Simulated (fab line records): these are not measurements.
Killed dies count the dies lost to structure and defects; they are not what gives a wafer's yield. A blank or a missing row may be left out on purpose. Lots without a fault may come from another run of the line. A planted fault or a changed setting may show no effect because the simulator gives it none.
Chamber matching ; flow sky130 ; 4 sister chambers for SKY_VIA3_ETCH_14 on rie diel-04
The step etches BARC in N2/H2, stops on SiO2, time 45.9 s, target depth 60 nm. 8 wafers are shown with their chamber, then 7 later ones without.

== WAFERS, EACH WITH ITS CHAMBER ==
wafer;chamber;drypump motor current A (A);rf fwd power W (W)
L311.2;2;6.8;495.6
L311.4;2;6.9;493.6
L312.3;0;5.9;493.9
L312.4;0;5.9;494.1
L312.5;1;5.5;497.3
L313.6;3;6.0;496.4
L314.1;1;5.5;496.1
L314.2;3;6.0;496.6

== WAFERS WITH NO CHAMBER GIVEN ==
wafer;drypump motor current A (A);rf fwd power W (W)
L314.5;5.5;496.4
L325.1;6.9;495.4
L325.5;5.9;495.0
L325.6;6.0;495.5
L327.1;5.9;494.5
L327.2;5.5;493.3
L327.5;6.9;493.9

== WHICH CHAMBER EACH ONE RAN IN ==
wafer;from the rows above;in truth
L314.5;1;1
L325.1;2;2
L325.5;0;0
L325.6;3;3
L327.1;0;0
L327.2;1;1
L327.5;2;2
7 of 7 placed correctly. Not placeable from these rows: 0. Placed wrongly: 0.
How it was worked out, from the rows above alone: a wafer's distance from a chamber is the root of the sum, over the readings, of the square of ((its reading less the chamber's mean) divided by the reading's scatter). If the next closest chamber is less than 2 further off than the closest, the wafer can't be placed; otherwise it belongs to the closest. Each chamber's mean is taken over the wafers shown for it. The scatter: take each reading less its chamber's mean, square it, sum over the shown wafers, divide by the number of wafers less the number of chambers, and take the root.
